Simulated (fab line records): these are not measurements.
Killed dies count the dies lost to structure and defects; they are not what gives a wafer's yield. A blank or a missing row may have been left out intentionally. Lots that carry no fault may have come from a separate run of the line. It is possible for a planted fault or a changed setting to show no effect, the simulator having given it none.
One fault through the eyes of 2 desks | flow gf180mcu | every desk sees just its own numbers, and what lay behind them comes last

AT THE METROLOGY DESK
What the gauges read for every lot (on any tool): the sampled wafers with a number, averaged. A lot is out of limits, marked OUT, if its mean lies more than 4 standard deviations from the usual mean; the brackets give that distance.
Columns: A = CONTACT_OVL at GF_CONTACT_OVL_MEAS_15, usual -1 nm; B = CONTACT_W_RS at GF_CONTACT_RS_MEAS_25, usual 0.382 ohm/sq; C = CONTACT_W_THK at GF_CONTACT_THK_MEAS_26, usual 295 nm; D = M1_ALCU_THK at GF_M1_THK_MEAS_06, usual 444 nm
lot  | first seen here | A  | B                | C              | D
L549 | day 16 02:23    | -7 | 0.386            | 292            | 439
L551 | day 16 20:52    | -6 | 0.387            | 297            | 445
L553 | day 17 11:59    | -4 | 0.384            | 297            | 446
L555 | day 18 07:18    | 2  | 0.378            | 298            | 451
L561 | day 20 15:51    | -1 | 0.388            | 292            | 449
L562 | day 21 09:29    | 1  | 0.383            | 291            | 436
L563 | day 21 10:20    | -4 | 0.383            | 295            | 446
L566 | day 22 08:49    | 2  | 0.381            | 295            | 443
L569 | day 23 08:31    | 5  | 0.366            | 309            | 441
L570 | day 23 16:32    | -8 | 0.362 (-4.5) OUT | 315 (+5.4) OUT | 445
L571 | day 24 01:35    | 1  | 0.387            | 293            | 446
Finding of this desk: L570 out of limits, first seen on L570 at day 23 17:16 (CONTACT_W_RS at GF_CONTACT_RS_MEAS_25). Within limits: L549, L551, L553, L555, L561, L562, L563, L566, L569, L571.

THE TOOL OWNER'S DESK: cvd w-02
The tool's own readings at GF_CONTACT_CVD_24 (deposits W, target thk 300 nm, time 90.339 s): means of the sampled wafers that have a number, for each lot that ran on this tool. A lot is out of limits, marked OUT, if its mean lies more than 4 standard deviations from the usual mean; the brackets give that distance.
Columns: A = heater power w at GF_CONTACT_CVD_24, usual 891 W; B = susceptor temp C at GF_CONTACT_CVD_24, usual 400.01 C
lot  | first seen here | A   | B
L549 | day 16 02:59    | 956 | 399.95
L551 | day 16 21:28    | 986 | 399.83
L555 | day 18 07:54    | 937 | 400.10
L566 | day 22 09:31    | 936 | 400.00
L569 | day 23 09:19    | 956 | 402.99 (+13) OUT
L570 | day 23 17:10    | 943 | 402.85 (+12) OUT
This desk finds L569, L570 out of limits, L569 being first, at day 23 09:19 (susceptor temp C at GF_CONTACT_CVD_24). Within limits: L549, L551, L555, L566.

TAKEN TOGETHER
The tool owner's desk could have raised an alarm at day 23 09:19, on L569, L570.
Metrology desk: alarm possible at day 23 17:16 on L570.
The metrology desk has L569 on record, within its limits.
Every lot named ran GF_CONTACT_CVD_24 on cvd w-02.

WHAT THE SIMULATOR PUT IN
cvd w-02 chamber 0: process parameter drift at GF_CONTACT_CVD_24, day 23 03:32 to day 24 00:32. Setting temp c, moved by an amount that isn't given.
Shown lots that were struck: L569, L570.
Delay (hours) between the fault's onset and each desk's first out-of-limits reading: 6 at the tool owner's desk, 14 at the metrology desk.
